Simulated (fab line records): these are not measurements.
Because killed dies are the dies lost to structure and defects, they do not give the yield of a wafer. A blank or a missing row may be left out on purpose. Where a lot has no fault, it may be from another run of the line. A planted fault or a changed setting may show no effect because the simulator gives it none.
fab line records | flow sky130
[record] lots = 12 wafers = 36 last-day = 50
route steps=708 shown METAL1@451 VIA1@459 PAD_OPEN@708
lots untouched by any fault: they come from a run of this same line in which no faults occurred
start-h: the number of hours between the record's first day and the start of the first shown wafer of the lot | wait-h: hours since the lot's step before | " as in the row above | L1.1+2: a single row standing in for several wafers | - value missing, or start not given | * or withheld: withheld | < > ~ a bound
route shown NAME@n: a module of which the file shows steps, and the number in the route of the first | usual: mean/standard deviation of fault-free wafers | same: alike in all rows | chamber/n: place in a boat | sites: each site's reading | _std_site: the standard deviation of these | _edge_site: mean of outer sites minus mean of inner sites | radius-mm: for every site, how far away it sits from the centre of the wafer | mask NAME#n: copy n | behind: the tool/chamber that last shaped the wafer | hold: reason for holding the lot/hours on hold/outcome of the hold | device: the transistor (n, p or np) that didn't switch | end of line: the tests these same wafers got at the end of their route | where a step has no rows: the recipe by itself | killed: the dies lost at the first sort to structure and to defects; this is not the yield of the wafer | map: shows each die of a wafer: x if killed, . if not, _ if none is there
set.NAME: the setting the step ran with; set.NAME@STEP: the setting that earlier step ran with | model.NAME: the simulator's own value behind a step, which no gauge read
steps of the route over a sample of lots; a table a step, a row a wafer
services: a tool's chamber out of use, with start hour (start-h, from the record's first day; less than 0 if before it), hours out, and reason
[[steps]]
[step SKY_METAL1_DESCUM_17]
[recipe] chemistry = O2 source-power-w = 150 bias-power-w = 0 pressure-mtorr = 10 temp-c = 40 time-s = 8
[usual] drypump-motor-current-A = 5.62/0.16 oes-product-au = 0.987/0.013
// columns lot.wafer tool chamber start-h wait-h drypump-motor-current-A oes-product-au rf-hours-counter-h
L730.1 rie-metal-03 0 784.06 0.0 5.76 0.988 6
L730.4 " 1 " " 5.62 0.976 -
L730.5 " 0 " " 5.79 0.979 -
L731.1 rie-metal-03 0 788.40 0.0 5.79 0.967 6
L731.2 " 0 " " 5.76 0.974 -
L731.3 " 0 " " 5.79 0.966 -
L732.1 rie-metal-03 0 804.59 0.0 5.81 0.979 8
L732.3 " 1 " " 5.56 0.980 -
L732.4 " 0 " " 5.80 0.983 -
L733.2 rie-metal-04 0 807.29 0.0 5.45 0.999 6
L733.3 " 0 " " 5.46 1.005 -
L733.4 " 1 " " 5.65 0.989 -
L735.2 rie-metal-01 0 815.68 0.0 5.66 1.001 9
L735.3 " 1 " " 5.34 0.995 -
L735.4 " 0 " " 5.68 1.005 -
L737.1 rie-metal-01 0 829.35 0.0 5.68 1.006 9
L737.2 " 1 " " 5.35 1.021 8
L737.6 " 1 " " 5.33 1.003 -
L740.1 rie-metal-01 0 850.90 0.0 5.71 0.994 10
L740.4 " 1 " " 5.34 1.005 -
L740.6 " 0 " " 5.69 1.003 -
L741.1 rie-metal-03 0 857.30 0.0 5.77 0.972 9
L741.2 " 1 " " 5.64 0.976 2
L741.5 " 1 " " 5.66 0.984 -
L744.2 rie-metal-03 1 895.35 0.0 5.60 0.984 3
L744.3 " 1 " " 5.63 0.987 -
L744.4 " 0 " " 5.78 0.965 -
L746.1 rie-metal-04 0 907.43 0.0 5.47 1.000 9
L746.2 " 1 " " 5.65 0.999 11
L746.4 " 0 " " 5.47 0.996 -
L748.1 rie-metal-03 1 912.86 0.0 5.61 0.987 4
L748.5 " 1 " " 5.63 0.997 -
L748.6 " 0 " " 5.80 0.983 -
L751.2 rie-metal-01 1 934.39 0.0 5.34 0.995 14
L751.4 " 1 " " 5.34 1.006 -
L751.6 " 0 " " 5.66 0.994 -
[step SKY_METAL1_ETCH_18]
[recipe] chemistry = N2/H2 target = BARC ion-energy-ev = 200 bias-w = 100 pressure-mtorr = 30 n2-flow-sccm = 100 h2-flow-sccm = 200 icp-w = 500 stop-on = SiO2 time-s = 45.9 target-depth-a = 600
[usual] drypump-motor-current-A = 5.63/0.16 oes-product-au = 0.854/0.0048 throttle-valve-pct = 13.225/0.0097
// columns lot.wafer tool chamber start-h wait-h drypump-motor-current-A oes-product-au rf-hours-counter-h throttle-valve-pct
L730.1 rie-metal-03 0 784.09 0.0 5.81 0.861 6 13.226
L730.4 " 1 " " 5.63 0.857 - 13.215
L730.5 " 0 " " 5.81 0.857 - 13.230
L731.1 rie-metal-03 0 788.47 0.1 5.83 0.853 6 13.224
L731.2 " 0 " " 5.84 0.855 - 13.229
L731.3 " 0 " " 5.82 0.847 - 13.215
L732.1 rie-metal-03 0 804.62 0.0 5.78 0.847 8 13.215
L732.3 " 1 " " 5.59 0.860 - 13.226
L732.4 " 0 " " 5.77 0.853 - 13.226
L733.2 rie-metal-04 0 807.32 0.0 5.47 0.858 6 13.244
L733.3 " 0 " " 5.46 0.858 - 13.243
L733.4 " 1 " " 5.67 0.854 - 13.242
L735.2 rie-metal-01 0 815.71 0.0 5.70 0.855 9 13.213
L735.3 " 1 " " 5.35 0.856 - 13.214
L735.4 " 0 " " 5.65 0.849 - 13.227
L737.1 rie-metal-01 0 829.38 0.0 5.69 0.856 9 13.228
L737.2 " 1 " " 5.34 0.853 9 13.219
L737.6 " 1 " " 5.36 0.859 - 13.225
L740.1 rie-metal-01 0 850.93 0.0 5.65 0.852 10 13.239
L740.4 " 1 " " 5.35 0.848 - 13.234
L740.6 " 0 " " 5.68 0.857 - 13.226
L741.1 rie-metal-03 0 857.33 0.0 5.84 0.854 9 13.229
L741.2 " 1 " " 5.63 0.852 2 13.227
L741.5 " 1 " " 5.63 0.852 - 13.234
L744.2 rie-metal-03 1 895.38 0.0 5.65 0.858 3 13.225
L744.3 " 1 " " 5.67 0.850 - 13.215
L744.4 " 0 " " 5.80 0.855 - 13.217
L746.1 rie-metal-04 0 907.47 0.0 5.48 0.860 9 13.233
L746.2 " 1 " " 5.65 0.854 11 13.216
L746.4 " 0 " " 5.47 0.861 - 13.223
L748.1 rie-metal-03 1 912.89 0.0 5.60 0.862 4 13.218
L748.5 " 1 " " 5.66 0.855 - 13.234
L748.6 " 0 " " 5.77 0.847 - 13.204
L751.2 rie-metal-01 1 934.42 0.0 5.34 0.859 14 13.212
L751.4 " 1 " " 5.36 0.865 - 13.212
L751.6 " 0 " " 5.65 0.856 - 13.220
[step SKY_VIA1_THK_MEAS_01]
[recipe] reads = SiO2_of_VIA1_HDPCVD_00
[usual] VIA1_HDPCVD_THK = 1020/16
// columns lot.wafer tool chamber start-h wait-h VIA1_HDPCVD_THK[nm]
L730.1 film-metro-02 - 784.94 0.1 1027
L730.4 " - " " 1034
L730.5 " - " " 1035
L731.1 film-metro-04 - 789.53 0.1 1009
L731.2 " - " " 1029
L731.3 " - " " 1038
L732.1 film-metro-04 - 805.56 0.1 1029
L732.3 " - " " 1012
L732.4 " - " " 1004
L733.2 film-metro-03 - 808.31 0.1 1025
L733.3 " - " " 1037
L733.4 " - " " 1029
L735.2 film-metro-03 - 816.59 0.1 1046
L735.3 " - " " 1028
L735.4 " - " " 1055
L737.1 film-metro-04 - 830.24 0.1 1030
L737.2 " - " " 1033
L737.6 " - " " 1031
L740.1 film-metro-02 - 851.84 0.1 1013
L740.4 " - " " 1024
L740.6 " - " " 986
L741.1 film-metro-04 - 858.19 0.1 1026
L741.2 " - " " 1012
L741.5 " - " " 1047
L744.2 film-metro-02 - 896.28 0.1 1013
L744.3 " - " " 994
L744.4 " - " " 1013
L746.1 film-metro-02 - 908.33 0.1 992
L746.2 " - " " 1035
L746.4 " - " " 986
L748.1 film-metro-03 - 913.75 0.1 1016
L748.5 " - " " 1009
L748.6 " - " " 1024
L751.2 film-metro-04 - 935.29 0.1 1010
L751.4 " - " " 1039
L751.6 " - " " 1016
[step SKY_VIA1_SOFTBAKE_08]
[recipe] temp-c = 100 time-s = 90 resist = KrF-thick
[usual] heater-power-total-W = 57.35/0.11 run-length-s = 119.20/0.17
// columns lot.wafer tool chamber start-h wait-h heater-power-total-W run-length-s
L730.1 litho-track-03 0 797 - 57.27 119.29
L730.4 " 0 " " 57.38 119.17
L730.5 " 0 " " 57.26 119.04
L731.1 litho-track-04 0 802 - 57.26 119.20
L731.2 " 0 " " 57.32 119.39
L731.3 " 0 " " 57.25 119.23
L732.1 litho-track-04 0 818 - 57.23 119.54
L732.3 " 0 " " 57.34 119.51
L732.4 " 0 " " 57.27 119.23
L733.2 litho-track-02 0 821 - 57.16 118.85
L733.3 " 0 " " 57.47 119.01
L733.4 " 0 822 - 57.29 119.07
L735.2 litho-track-04 0 829 - 57.48 119.40
L735.3 " 0 " " 57.39 119.27
L735.4 " 0 " " 57.35 119.48
L737.1 litho-track-03 0 843 - 57.40 119.23
L737.2 " 0 " " 57.30 119.18
L737.6 " 0 " " 57.23 119.06
L740.1 litho-track-04 0 865 - 57.31 119.30
L740.4 " 0 " " 57.45 119.55
L740.6 " 0 " " 57.26 119.57
L741.1 litho-track-02 0 871 - 57.24 118.84
L741.2 " 0 " " 57.42 118.85
L741.5 " 0 " " 57.39 119.13
L744.2 litho-track-04 0 908 - 60.47 105.79
L744.3 " 0 " " 57.49 119.35
L744.4 " 0 " " 60.19 105.82
L746.1 litho-track-04 0 921 - 60.20 105.92
L746.2 " 0 " " 60.33 106.02
L746.4 " 0 " " 60.27 105.71
L748.1 litho-track-03 0 927 - 57.56 119.18
L748.5 " 0 " " 57.26 119.21
L748.6 " 0 " " 57.20 119.06
L751.2 litho-track-03 0 948 - 57.30 119.03
L751.4 " 0 " " 57.42 119.31
L751.6 " 0 " " 57.49 119.00
[step SKY_PAD_OPEN_PROBE_99]
[usual] defect-limited-yield = 82.3/1.9 killed_at_M0_to_M3 = 45/6.6 killed_at_M4_up = 3.1/1.6 killed-at-contacts = 24/5 killed-at-front-end = 14/4.4 killed-at-other = 0.3/0.58 killed-dies = 87/9.2 killed-open = 47/6.7 killed-short = 40/6.4 sort_bin_3_pad_short = 0.9/0.5 sort_bin_5_function = 10.4/1.6 sort_bin_6_memory = 6.4/1.1 sort-n-pass = 405/9.1 sort-yield-pct = 82.3/1.9
[same] gross-dies = 492 killed-at-back-side = 0 sort_bin_4_leakage[%] = 0 sort_bin_8_speed[%] = 0
// columns lot.wafer tool chamber start-h wait-h defect-limited-yield[%] killed_at_M0_to_M3 killed_at_M4_up killed-at-contacts killed-at-front-end killed-at-other killed-dies killed-open killed-short sort_bin_3_pad_short[%] sort_bin_5_function[%] sort_bin_6_memory[%] sort-n-pass sort-yield-pct[%]
L730.1 prober-01 - 1088.12 0.1 82.1 45 0 24 18 1 88 41 47 1.8 8.9 7.1 404 82.1
L730.4 prober-01 - 1088.27 0.2 82.3 44 1 26 16 0 87 46 41 0.8 10.2 6.7 405 82.3
L730.5 prober-01 - 1088.32 0.2 81.7 38 3 33 16 0 90 44 46 1.4 10.4 6.5 402 81.7
L731.1 prober-02 - 1095.91 0.1 82.3 53 2 18 14 0 87 39 48 0.4 11.4 5.9 405 82.3
L731.2 prober-02 - 1095.96 0.1 80.3 50 6 28 13 0 97 45 52 0.6 11.0 8.1 395 80.3
L731.3 prober-02 - 1096.01 0.2 84.1 35 1 30 11 1 78 46 32 0.8 9.6 5.5 414 84.1
L732.1 prober-01 - 1107.16 0.1 83.1 49 4 20 10 0 83 53 30 0.4 8.7 7.7 409 83.1
L732.3 prober-01 - 1107.26 0.2 83.5 40 1 24 15 1 81 46 35 1.2 9.6 5.7 411 83.5
L732.4 prober-01 - 1107.31 0.2 80.7 56 4 21 14 0 95 58 37 1.2 12.8 5.3 397 80.7
L733.2 prober-02 - 1110.27 0.1 83.1 42 1 24 16 0 83 49 34 0.8 9.8 6.3 409 83.1
L733.3 prober-02 - 1110.32 0.2 80.5 50 4 23 19 0 96 48 48 1.6 12.0 5.9 396 80.5
L733.4 prober-02 - 1110.37 0.2 82.9 37 2 32 13 0 84 51 33 0.6 11.0 5.5 408 82.9
L735.2 prober-02 - 1118.39 0.1 81.7 53 2 24 11 0 90 45 45 2.2 8.1 7.9 402 81.7
L735.3 prober-02 - 1118.44 0.2 83.5 53 3 15 10 0 81 36 45 2.0 8.7 5.7 411 83.5
L735.4 prober-02 - 1118.49 0.2 80.9 53 3 27 11 0 94 39 55 0.8 10.8 7.5 398 80.9
L737.1 prober-02 - 1126.15 0.1 85.4 37 3 18 14 0 72 37 35 0.8 9.1 4.7 420 85.4
L737.2 prober-02 - 1126.20 0.1 84.8 43 2 18 12 0 75 41 34 0.6 9.6 5.1 417 84.8
L737.6 prober-02 - 1126.40 0.2 82.5 51 1 23 11 0 86 52 34 0.4 10.8 6.3 406 82.5
L740.1 prober-01 - 1142.77 0.1 83.1 47 5 22 8 1 83 38 45 2.0 10.2 4.7 409 83.1
L740.4 prober-01 - 1142.92 0.2 83.9 42 0 25 12 0 79 48 31 0.8 8.9 6.3 413 83.9
L740.6 prober-01 - 1143.02 0.2 82.3 51 4 19 13 0 87 51 36 0.6 10.8 6.3 405 82.3
L741.1 prober-02 - 1146.13 0.1 81.9 51 1 24 13 0 89 51 38 0.4 10.2 7.5 403 81.9
L741.2 prober-02 - 1146.18 0.1 82.3 50 2 24 11 0 87 48 39 1.0 10.6 6.1 405 82.3
L741.5 prober-02 - 1146.33 0.2 84.8 43 3 21 8 0 75 39 36 0.8 7.1 7.3 417 84.8
L744.2 prober-01 - 1171.40 0.1 83.9 36 7 26 10 0 79 37 42 0.6 11.0 4.5 413 83.9
L744.3 prober-01 - 1171.45 0.2 83.3 52 3 20 7 0 82 39 43 0.4 8.9 7.3 410 83.3
L744.4 prober-01 - 1171.50 0.2 80.5 51 6 28 11 0 96 44 52 1.0 12.0 6.5 396 80.5
L746.1 prober-02 - 1182.00 0.1 82.1 47 4 20 16 1 88 50 38 0.4 9.8 7.7 404 82.1
L746.2 prober-02 - 1182.05 0.1 84.1 39 2 20 17 0 78 38 40 0.4 11.0 4.5 414 84.1
L746.4 prober-02 - 1182.15 0.2 79.9 57 5 23 13 1 99 57 42 1.4 10.0 8.7 393 79.9
L748.1 prober-02 - 1184.90 0.1 84.1 40 3 22 13 0 78 35 43 0 8.9 6.9 414 84.1
L748.5 prober-02 - 1185.10 0.2 84.1 41 6 21 10 0 78 39 39 0.4 10.8 4.7 414 84.1
L748.6 prober-02 - 1185.15 0.2 82.7 50 3 24 8 0 85 43 42 0.8 9.8 6.7 407 82.7
L751.2 prober-02 - 1200.75 0.1 81.7 48 3 25 14 0 90 49 41 0.4 11.0 6.9 402 81.7
L751.4 prober-02 - 1200.85 0.2 82.9 44 3 26 10 1 84 47 37 1.2 8.1 7.7 408 82.9
L751.6 prober-02 - 1200.95 0.2 83.3 50 2 25 5 0 82 35 47 2.0 9.1 5.5 410 83.3
// killed by level:class
L730.1 METAL1:geometric-particle:short=9 CONTACT:geometric-particle:open=7 VIA1:geometric-particle:open=7 METAL2:geometric-particle:short=7 POLY_GATE:geometric-particle:short=5 LOCAL_INTERCONNECT:geometric-particle:short=5 CONTACT:geometric-particle:short=5 FIELD_ISO:geometric-particle:open=4
L730.4 CONTACT:geometric-particle:open=8 VIA1:geometric-particle:open=7 CONTACT:geometric-particle:short=7 VIA2:geometric-particle:open=7 VIA3:geometric-particle:open=6 METAL1:geometric-particle:short=6 LI_CONTACT:geometric-particle:open=5 FIELD_ISO:geometric-particle:short=4
L730.5 CONTACT:geometric-particle:open=9 LOCAL_INTERCONNECT:geometric-particle:short=8 CONTACT:geometric-particle:short=8 VIA3:geometric-particle:open=7 LI_CONTACT:geometric-particle:open=7 FIELD_ISO:geometric-particle:open=6 METAL2:geometric-particle:short=6 VIA2:geometric-particle:short=5
L731.1 VIA2:geometric-particle:open=9 METAL1:geometric-particle:short=7 METAL2:geometric-particle:short=7 VIA3:geometric-particle:open=7 CONTACT:geometric-particle:open=6 VIA1:geometric-particle:open=6 POLY_GATE:geometric-particle:short=5 LOCAL_INTERCONNECT:geometric-particle:short=5
L731.2 METAL2:geometric-particle:short=14 VIA1:geometric-particle:open=10 CONTACT:geometric-particle:open=9 VIA2:geometric-particle:open=8 LI_CONTACT:geometric-particle:open=8 FIELD_ISO:geometric-particle:short=5 METAL4:geometric-particle:short=5 LOCAL_INTERCONNECT:geometric-particle:short=4
L731.3 CONTACT:geometric-particle:open=8 VIA1:geometric-particle:open=7 LI_CONTACT:geometric-particle:open=7 CONTACT:geometric-particle:short=7 VIA3:geometric-particle:open=7 VIA2:geometric-particle:open=6 POLY_GATE:geometric-particle:open=4 POLY_GATE:geometric-particle:short=4
L732.1 VIA1:geometric-particle:open=14 VIA2:geometric-particle:open=11 LI_CONTACT:geometric-particle:open=8 VIA1:geometric-particle:short=5 VIA3:geometric-particle:open=5 FIELD_ISO:geometric-particle:open=4 CONTACT:geometric-particle:open=4 METAL2:geometric-particle:short=4
L732.3 VIA1:geometric-particle:open=13 CONTACT:geometric-particle:open=9 VIA3:geometric-particle:open=8 CONTACT:geometric-particle:short=8 POLY_GATE:geometric-particle:short=4 VIA3:geometric-particle:short=4 FIELD_ISO:geometric-particle:short=3 LI_CONTACT:geometric-particle:open=3
L732.4 VIA2:geometric-particle:open=13 VIA1:geometric-particle:open=12 LI_CONTACT:geometric-particle:open=11 VIA3:geometric-particle:open=8 VIA1:geometric-particle:short=7 CONTACT:geometric-particle:open=6 METAL2:geometric-particle:short=6 FIELD_ISO:geometric-particle:short=5
L733.2 VIA1:geometric-particle:open=12 CONTACT:geometric-particle:open=8 LOCAL_INTERCONNECT:geometric-particle:short=6 METAL1:geometric-particle:short=6 VIA2:geometric-particle:open=6 LI_CONTACT:geometric-particle:open=5 METAL2:geometric-particle:short=5 VIA3:geometric-particle:open=5
L733.3 LI_CONTACT:geometric-particle:open=11 METAL1:geometric-particle:short=11 CONTACT:geometric-particle:open=9 VIA1:geometric-particle:short=9 FIELD_ISO:geometric-particle:short=7 VIA2:geometric-particle:open=6 VIA1:geometric-particle:open=6 POLY_GATE:geometric-particle:short=4
L733.4 CONTACT:geometric-particle:open=14 VIA3:geometric-particle:open=8 LI_CONTACT:geometric-particle:open=7 VIA1:geometric-particle:open=7 CONTACT:geometric-particle:short=6 FIELD_ISO:geometric-particle:open=5 METAL1:geometric-particle:short=5 FIELD_ISO:geometric-particle:short=4
L735.2 METAL2:geometric-particle:short=10 VIA1:geometric-particle:open=9 VIA3:geometric-particle:open=8 CONTACT:geometric-particle:open=7 CONTACT:geometric-particle:short=7 VIA2:geometric-particle:open=7 LI_CONTACT:geometric-particle:open=5 LOCAL_INTERCONNECT:geometric-particle:short=4
L735.3 VIA1:geometric-particle:open=10 LOCAL_INTERCONNECT:geometric-particle:short=8 METAL1:geometric-particle:short=7 METAL2:geometric-particle:short=6 VIA2:geometric-particle:open=6 VIA3:geometric-particle:open=5 VIA1:geometric-particle:short=5 FIELD_ISO:geometric-particle:short=4
L735.4 CONTACT:geometric-particle:open=10 VIA1:geometric-particle:open=9 METAL1:geometric-particle:short=9 VIA2:geometric-particle:short=7 METAL2:geometric-particle:short=6 VIA3:geometric-particle:open=6 LI_CONTACT:geometric-particle:short=5 LOCAL_INTERCONNECT:geometric-particle:short=5
L737.1 VIA1:geometric-particle:open=8 CONTACT:geometric-particle:open=7 FIELD_ISO:geometric-particle:short=6 LI_CONTACT:geometric-particle:open=6 VIA1:geometric-particle:short=6 METAL2:geometric-particle:short=6 VIA2:geometric-particle:open=5 POLY_GATE:geometric-particle:open=4
L737.2 VIA1:geometric-particle:open=10 CONTACT:geometric-particle:open=8 VIA2:geometric-particle:open=8 METAL2:geometric-particle:short=7 METAL1:geometric-particle:short=5 POLY_GATE:geometric-particle:open=4 FIELD_ISO:geometric-particle:open=3 POLY_GATE:geometric-particle:short=3
L737.6 VIA1:geometric-particle:open=18 LI_CONTACT:geometric-particle:open=8 CONTACT:geometric-particle:open=8 METAL1:geometric-particle:short=7 METAL2:geometric-particle:short=7 POLY_GATE:geometric-particle:open=5 LI_CONTACT:geometric-particle:short=5 VIA1:geometric-particle:short=5
L740.1 VIA1:geometric-particle:open=12 LI_CONTACT:geometric-particle:open=9 METAL2:geometric-particle:short=9 VIA1:geometric-particle:short=8 CONTACT:geometric-particle:open=6 VIA2:geometric-particle:short=5 CONTACT:geometric-particle:short=4 METAL3:geometric-particle:short=4
L740.4 LI_CONTACT:geometric-particle:open=11 VIA1:geometric-particle:open=10 VIA2:geometric-particle:open=9 FIELD_ISO:geometric-particle:short=5 CONTACT:geometric-particle:open=5 CONTACT:geometric-particle:short=4 METAL1:geometric-particle:short=4 VIA3:geometric-particle:open=4
L740.6 VIA1:geometric-particle:open=11 VIA2:geometric-particle:open=9 CONTACT:geometric-particle:open=6 METAL2:geometric-particle:short=6 FIELD_ISO:geometric-particle:open=5 VIA2:geometric-particle:short=5 VIA3:geometric-particle:open=5 FIELD_ISO:geometric-particle:short=4
L741.1 VIA1:geometric-particle:open=12 CONTACT:geometric-particle:open=8 CONTACT:geometric-particle:short=6 VIA3:geometric-particle:open=6 VIA1:geometric-particle:short=6 VIA2:geometric-particle:open=6 FIELD_ISO:geometric-particle:open=4 POLY_GATE:geometric-particle:open=4
L741.2 VIA1:geometric-particle:open=13 CONTACT:geometric-particle:open=13 METAL2:geometric-particle:short=8 VIA1:geometric-particle:short=6 VIA2:geometric-particle:open=6 CONTACT:geometric-particle:short=5 VIA3:geometric-particle:open=5 METAL1:geometric-particle:short=4
L741.5 VIA1:geometric-particle:open=9 CONTACT:geometric-particle:open=8 LI_CONTACT:geometric-particle:open=7 METAL2:geometric-particle:short=6 VIA2:geometric-particle:open=5 VIA3:geometric-particle:open=5 VIA3:geometric-particle:short=4 VIA1:geometric-particle:short=4
L744.2 CONTACT:geometric-particle:open=10 VIA1:geometric-particle:short=6 METAL4:geometric-particle:short=6 LI_CONTACT:geometric-particle:open=5 METAL2:geometric-particle:short=5 VIA2:geometric-particle:open=5 VIA3:geometric-particle:open=5 CONTACT:geometric-particle:short=4
L744.3 VIA3:geometric-particle:open=10 VIA1:geometric-particle:open=9 VIA2:geometric-particle:open=8 METAL2:geometric-particle:short=7 LOCAL_INTERCONNECT:geometric-particle:short=5 CONTACT:geometric-particle:short=5 METAL1:geometric-particle:short=5 CONTACT:geometric-particle:open=4
L744.4 VIA2:geometric-particle:open=10 METAL2:geometric-particle:short=9 CONTACT:geometric-particle:open=8 VIA1:geometric-particle:short=7 LI_CONTACT:geometric-particle:open=6 VIA1:geometric-particle:open=6 CONTACT:geometric-particle:short=5 VIA2:geometric-particle:short=5
L746.1 VIA1:geometric-particle:open=10 LI_CONTACT:geometric-particle:open=8 VIA2:geometric-particle:open=8 CONTACT:geometric-particle:open=7 VIA3:geometric-particle:open=7 POLY_GATE:geometric-particle:open=6 METAL1:geometric-particle:short=6 VIA3:geometric-particle:short=5
L746.2 CONTACT:geometric-particle:open=9 VIA1:geometric-particle:open=6 POLY_GATE:geometric-particle:open=5 METAL1:geometric-particle:short=5 VIA2:geometric-particle:open=5 VIA3:geometric-particle:open=5 FIELD_ISO:geometric-particle:short=4 CONTACT:geometric-particle:short=4
L746.4 VIA1:geometric-particle:open=16 VIA2:geometric-particle:open=11 METAL2:geometric-particle:short=9 CONTACT:geometric-particle:open=8 LI_CONTACT:geometric-particle:open=6 FIELD_ISO:geometric-particle:open=5 VIA3:geometric-particle:open=5 CONTACT:geometric-particle:short=4
L748.1 VIA1:geometric-particle:open=10 METAL2:geometric-particle:short=7 LI_CONTACT:geometric-particle:open=6 VIA3:geometric-particle:short=6 CONTACT:geometric-particle:open=5 LI_CONTACT:geometric-particle:short=4 FIELD_ISO:geometric-particle:short=4 LOCAL_INTERCONNECT:geometric-particle:short=4
L748.5 VIA3:geometric-particle:open=8 CONTACT:geometric-particle:open=7 CONTACT:geometric-particle:short=6 POLY_GATE:geometric-particle:short=5 VIA1:geometric-particle:short=5 METAL3:geometric-particle:short=5 VIA1:geometric-particle:open=5 VIA2:geometric-particle:open=5
L748.6 LI_CONTACT:geometric-particle:open=8 CONTACT:geometric-particle:open=8 METAL2:geometric-particle:short=8 VIA3:geometric-particle:open=7 VIA2:geometric-particle:short=6 METAL1:geometric-particle:short=6 VIA1:geometric-particle:open=6 VIA2:geometric-particle:open=5
L751.2 LI_CONTACT:geometric-particle:open=9 CONTACT:geometric-particle:open=8 VIA1:geometric-particle:open=8 VIA1:geometric-particle:short=7 VIA3:geometric-particle:open=6 METAL1:geometric-particle:short=6 METAL2:geometric-particle:short=6 FIELD_ISO:geometric-particle:open=5
L751.4 CONTACT:geometric-particle:open=11 VIA1:geometric-particle:open=11 VIA1:geometric-particle:short=7 CONTACT:geometric-particle:short=6 VIA2:geometric-particle:open=6 LI_CONTACT:geometric-particle:open=5 METAL1:geometric-particle:short=5 POLY_GATE:geometric-particle:open=4
L751.6 CONTACT:geometric-particle:open=9 VIA1:geometric-particle:short=9 CONTACT:geometric-particle:short=8 METAL1:geometric-particle:short=8 VIA1:geometric-particle:open=8 VIA3:geometric-particle:open=7 METAL2:geometric-particle:short=7 VIA2:geometric-particle:open=4
[[services]]
// columns tool chamber start-h hours kind
rie-metal-03 1 786.18 - clean
rie-metal-03 1 786.18 16.5 scheduled-down
rie-metal-03 1 786.18 16.5 vent-cycle
rie-metal-03 - 848.49 2.8 pm
rie-metal-01 - 871.19 1.4 pm
rie-metal-04 - 876.98 1.0 repair
rie-metal-01 0 879.31 26.7 repair
[[key]]
[first-sign] step = SKY_VIA1_SOFTBAKE_08 reading = run-length-s direction = down sigmas = 77 usual = * struck = *
[effect] step = SKY_VIA1_SOFTBAKE_08 reading = heater-power-total-W direction = up sigmas = 26 usual = * struck = *
met-at SKY_VIA1_SOFTBAKE_08
struck-lots L744,L746
struck-wafers L744.2,L744.4,L746.1,L746.2,L746.4
not-acting-at SKY_METAL1_DESCUM_17,SKY_METAL1_ETCH_18,SKY_VIA1_THK_MEAS_01
onset-between 865 908
[fault] kind = process-parameter-drift tool = litho-track-04 chamber = - onset-h = 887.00 steps = SKY_VIA1_SOFTBAKE_08 channel = time-s offset = * shape = step end-h = 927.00 scope = struck-wafers-only acts-in = * stated = *
